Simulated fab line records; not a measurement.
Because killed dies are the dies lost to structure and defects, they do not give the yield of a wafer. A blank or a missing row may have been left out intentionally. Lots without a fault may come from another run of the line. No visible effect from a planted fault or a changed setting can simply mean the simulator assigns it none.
Which tool was responsible?	flow sky130	6 lots, 18 wafers sampled, at 3 steps of a route of 708

WHAT EACH GAUGE READ, for each wafer
SKY_LDD_HVP_TW_MEAS_10.
lot	measured	on	LDD_HVP_TW
L994	day 23 20:05	film metro-02	453.2 455.6 453.9
L996	day 24 11:46	film metro-02	455.2 451.5 454.6
L999	day 25 16:22	film metro-03	472.0 469.8 471.8 469.9 471.3 472.0
L107	day 28 13:52	film metro-03	456.2 456.8 453.1
L109	day 29 04:50	film metro-04	453.5 450.4 451.6
L111	day 29 16:30	film metro-03	457.2 457.7 455.9

WHICH TOOL RAN EACH LOT (tool, then ch and the chambers of the sampled wafers, then the start)
lot	SKY_LDD_N_STRIP_16	SKY_LDD_HVP_IMPLANT_08
L994	plasma asher-01 ch 0,1, day 20 00:03	implanter-01 ch 0, day 23 19:52
L996	plasma asher-02 ch 0, day 20 15:42	implanter-02 ch 0, day 24 11:31
L999	plasma asher-04 ch 0, day 21 21:54	implanter-01 ch 0, day 25 16:08
L107	plasma asher-04 ch 0,1, day 24 22:06	implanter-02 ch 0, day 28 13:37
L109	plasma asher-04 ch 0,1, day 25 13:39	implanter-01 ch 0, day 29 04:37
L111	plasma asher-01 ch 0,1, day 26 02:05	implanter-01 ch 0, day 29 16:17
- SKY_LDD_N_STRIP_16: strips in O2/N2.
- SKY_LDD_HVP_IMPLANT_08

THE ANSWER, worked out from the rows above alone
Rule: the usual values come from the lots themselves. Put in order of their means at a reading, lots are off if they are a third of the lots or fewer, leave a main group of 4 or more, and stand apart from it by a gap of 3 or more times the standard deviation of the main group's means; of several such gaps the widest counts. The tables above print the reading to a certain number of digits; a main group whose means all agree to those digits is not used. A lot without any number at a reading at which 4 lots or more have one is off too. Where the step has rows for the other lots, those lots are counted as sound.
Off: L999, seen at SKY_LDD_HVP_TW_MEAS_10 (LDD_HVP_TW). For the main group the mean is 454.4 and the standard deviation 1.7.
A tool fits if, at a process step before that reading, it ran every lot that is off, and no sound lot after the first of them. The gauges at SKY_LDD_HVP_TW_MEAS_10 are tried like those tools. No candidate that was tried fits.

WHAT THE SIMULATOR PUT IN
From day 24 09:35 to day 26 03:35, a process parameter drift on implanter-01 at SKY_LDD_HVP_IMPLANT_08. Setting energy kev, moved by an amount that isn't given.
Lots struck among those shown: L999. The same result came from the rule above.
